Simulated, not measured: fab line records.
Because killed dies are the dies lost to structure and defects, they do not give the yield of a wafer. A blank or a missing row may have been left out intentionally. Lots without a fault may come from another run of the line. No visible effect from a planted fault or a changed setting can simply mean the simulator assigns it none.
What tool caused it? | flow sky130 | 11 lots with 33 wafers sampled at 4 steps, on a route of 708 steps

== WHAT THE GAUGES SHOWED, per wafer ==
SKY_SD_P_CD_MEAS_07: the cd target is 380 nm.
lot  | measured     | on        | cd_nm (nm)
L787 | day 24 22:46 | cd_sem-01 | 378.5 379.6 380.9
L789 | day 26 04:35 | cd_sem-01 | 378.3 376.3 376.3
L788 | day 26 12:54 | cd_sem-01 | 381.4 382.2 384.2
L793 | day 27 15:05 | cd_sem-02 | 377.0 377.2 374.4
L795 | day 28 02:56 | cd_sem-01 | 385.6 384.7 384.2
L796 | day 28 10:47 | cd_sem-01 | 377.1 378.0 379.4
L797 | day 29 09:05 | cd_sem-02 | 380.9 381.1 381.3
L807 | day 32 03:50 | cd_sem-02 | 378.9 376.6 375.9
L805 | day 32 05:38 | cd_sem-02 | 377.6 376.7 374.6
L809 | day 32 18:23 | cd_sem-01 | 378.3 376.6 377.6
L810 | day 33 11:55 | cd_sem-01 | 377.0 375.6 375.8

== WHICH TOOL RAN EACH LOT (tool, then ch and the chambers of the sampled wafers, then the start) ==
lot  | SKY_POLY_CUT_COAT_03              | SKY_POLY_CUT_ETCH_10               | SKY_POLY_CUT_STRIP_12
L787 | litho_track-03 ch 0, day 23 03:00 | rie_diel-02 ch 0,3, day 23 17:54   | plasma_asher-03 ch 0,1, day 23 17:59
L789 | litho_track-02 ch 0, day 24 08:00 | rie_diel-01 ch 0,3, day 24 23:21   | plasma_asher-02 ch 0,1, day 24 23:26
L788 | litho_track-03 ch 0, day 24 16:00 | rie_diel-02 ch 1,2, day 25 07:36   | plasma_asher-01 ch 0,1, day 25 07:43
L793 | litho_track-03 ch 0, day 25 19:00 | rie_diel-01 ch 1,2,3, day 26 11:16 | plasma_asher-01 ch 0,1, day 26 11:21
L795 | litho_track-03 ch 0, day 26 08:00 | rie_diel-01 ch 2,3, day 26 22:54   | plasma_asher-03 ch 0,1, day 26 22:59
L796 | litho_track-03 ch 0, day 26 16:00 | rie_diel-02 ch 0,3, day 27 06:23   | plasma_asher-02 ch 0,1, day 27 06:31
L797 | litho_track-02 ch 0, day 27 14:00 | rie_diel-04 ch 0,2, day 28 04:24   | plasma_asher-01 ch 0,1, day 28 04:29
L807 | litho_track-03 ch 0, day 30 11:00 | rie_diel-04 ch 2,3, day 31 01:07   | plasma_asher-03 ch 0,1, day 31 01:16
L805 | litho_track-03 ch 0, day 30 12:00 | rie_diel-02 ch 0,1,2, day 31 02:29 | plasma_asher-02 ch 0, day 31 02:34
L809 | litho_track-03 ch 0, day 31 00:00 | rie_diel-04 ch 1,3, day 31 15:00   | plasma_asher-03 ch 0,1, day 31 15:05
L810 | litho_track-03 ch 0, day 31 19:00 | rie_diel-04 ch 1,2, day 32 09:27   | plasma_asher-01 ch 0,1, day 32 09:32
- SKY_POLY_CUT_COAT_03: resist thk 450 nm.
- SKY_POLY_CUT_ETCH_10: etches BARC in N2/H2, stops on SiO2, time 45.9 s, target depth 60 nm.
- SKY_POLY_CUT_STRIP_12: strips in O2/N2.

== WHAT THE TOOLS THEMSELVES READ (means of the sampled wafers that have a number; where no wafer has one, the mark that the record gives instead) ==
SKY_POLY_CUT_COAT_03.
lot  | tool           | spin_speed_rpm (rpm)
L787 | litho_track-03 | 2996.8
L789 | litho_track-02 | 3000.2
L788 | litho_track-03 | 3000.8
L793 | litho_track-03 | 2999.1
L795 | litho_track-03 | 2857.9
L796 | litho_track-03 | 2856.8
L797 | litho_track-02 | 3000.9
L807 | litho_track-03 | 3000.8
L805 | litho_track-03 | 3001.5
L809 | litho_track-03 | 2999.9
L810 | litho_track-03 | 3002.2

SKY_POLY_CUT_ETCH_10.
lot  | tool        | bias_w (W) | drypump_motor_current_A (A) | oes_product_au (a.u.) | throttle_valve_pct (%)
L787 | rie_diel-02 | 99.95      | 6.0                         | 0.860                 | 13.219
L789 | rie_diel-01 | 100.02     | 6.3                         | 0.850                 | 13.224
L788 | rie_diel-02 | 99.86      | 5.2                         | 0.855                 | 13.220
L793 | rie_diel-01 | 99.94      | 6.0                         | 0.858                 | 13.227
L795 | rie_diel-01 | 99.85      | 6.3                         | 0.859                 | 13.224
L796 | rie_diel-02 | 99.82      | 5.8                         | 0.854                 | 13.226
L797 | rie_diel-04 | 100.13     | 5.3                         | 0.861                 | 13.218
L807 | rie_diel-04 | 99.77      | 5.5                         | 0.853                 | 13.223
L805 | rie_diel-02 | 100.25     | 5.6                         | 0.857                 | 13.227
L809 | rie_diel-04 | 100.31     | 5.6                         | 0.853                 | 13.224
L810 | rie_diel-04 | 100.28     | 6.1                         | 0.848                 | 13.224

SKY_POLY_CUT_STRIP_12.
lot  | tool            | drypump_motor_current_A (A) | oes_product_au (a.u.) | strip_time_to_endpoint_s (s)
L787 | plasma_asher-03 | 5.82                        | 0.457                 | 5.369
L789 | plasma_asher-02 | 5.25                        | 0.449                 | 5.372
L788 | plasma_asher-01 | 5.57                        | 0.454                 | 5.365
L793 | plasma_asher-01 | 5.70                        | 0.454                 | 5.373
L795 | plasma_asher-03 | 5.79                        | 0.455                 | 5.452
L796 | plasma_asher-02 | 5.40                        | 0.460                 | 5.480
L797 | plasma_asher-01 | 5.70                        | 0.454                 | 5.351
L807 | plasma_asher-03 | 5.86                        | 0.449                 | 5.347
L805 | plasma_asher-02 | 5.57                        | 0.453                 | 5.366
L809 | plasma_asher-03 | 5.84                        | 0.454                 | 5.352
L810 | plasma_asher-01 | 5.58                        | 0.455                 | 5.361

== THE ANSWER, worked out from the rows above alone ==
Rule: the usual values come from the lots themselves. Put in order of their means at a reading, lots are off if they are a third of the lots or fewer, leave a main group of 4 or more, and stand apart from it by a gap of 3 or more times the standard deviation of the main group's means; of several such gaps the widest counts. If all means in a main group match to the digits the tables above print for the reading, that group is not used. Also off: a lot with no number at a reading for which 4 or more lots have one. Any other lot the step has rows for is counted as sound. The gauges are gone through in route order, then the tools' own readings, and for those a lot's mean is taken as printed above. The first step at which some lot is off is used, and at that step the reading that is off furthest; a lot without a number counts as furthest.
Off at SKY_POLY_CUT_COAT_03 (spin_speed_rpm): L795, L796. The main group: mean 3000.2 rpm, standard deviation 1.5.
If a tool, at that step or one of the process steps before it, ran each lot that is off and ran no sound lot following the first of them, it fits. None of those tried fits.

== WHAT HAD BEEN PUT IN BY THE SIMULATOR ==
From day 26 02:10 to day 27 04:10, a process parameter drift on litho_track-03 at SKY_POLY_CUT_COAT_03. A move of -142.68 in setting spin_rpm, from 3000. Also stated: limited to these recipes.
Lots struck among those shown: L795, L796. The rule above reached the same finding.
